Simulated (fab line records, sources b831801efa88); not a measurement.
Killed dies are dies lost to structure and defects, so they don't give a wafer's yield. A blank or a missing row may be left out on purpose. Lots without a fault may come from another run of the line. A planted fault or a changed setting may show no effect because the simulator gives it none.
Chamber matching | flow sky130 | SKY_LI_CONTACT_CMP_24 on cmp-01: 4 sister chambers
The step polishes, stops on PSG, t overpolish 20 s, target thk 0 nm. 8 wafers are shown with their chamber, then 7 later ones without.

WAFERS WITH THEIR CHAMBER
wafer  | chamber | motor_current_A (A) | time_to_endpoint_s (s)
L459.4 | 2       | 10.7                | 94
L459.6 | 3       | 11.4                | 94
L460.1 | 2       | 10.5                | 94
L461.1 | 0       | 10.1                | 97
L461.4 | 1       | 10.8                | 93
L461.5 | 0       | 10.2                | 95
L470.2 | 3       | 11.0                | 94
L470.3 | 1       | 10.2                | 101

WAFERS WITHOUT THEIR CHAMBER
wafer  | motor_current_A (A) | time_to_endpoint_s (s)
L470.5 | 10.1                | 101
L471.1 | 10.6                | 104
L471.4 | 9.8                 | 100
L471.5 | 9.9                 | 97
L473.1 | 10.5                | 102
L473.2 | 9.4                 | 99
L473.4 | 10.6                | 98

WHICH CHAMBER EACH WENT THROUGH
wafer  | from the rows above               | in truth
L470.5 | can't be placed: 0 or 1 or 2      | 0
L471.1 | can't be placed: 1 or 0 or 2 or 3 | 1
L471.4 | can't be placed: 0 or 1 or 2      | 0
L471.5 | can't be placed: 0 or 1 or 2      | 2
L473.1 | can't be placed: 1 or 0 or 2      | 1
L473.2 | can't be placed: 0 or 1 or 2      | 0
L473.4 | can't be placed: 1 or 2 or 0      | 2
Placed correctly: 0 of 7. Can't be placed from these rows: 7 (the true chamber is among the candidates in 7). Placed wrongly: 0.
How it was worked out, from the rows above alone: a wafer's distance from a chamber is the root of the sum, over the readings, of the square of ((its reading less the chamber's mean) divided by the reading's scatter). The wafer belongs to the nearest chamber; if the next one is less than 2 further off, it can't be placed. A chamber's mean is the mean of its shown wafers. The scatter: the root of (the sum of the squares of (reading less its chamber's mean) over the shown wafers, divided by (wafers less chambers)).
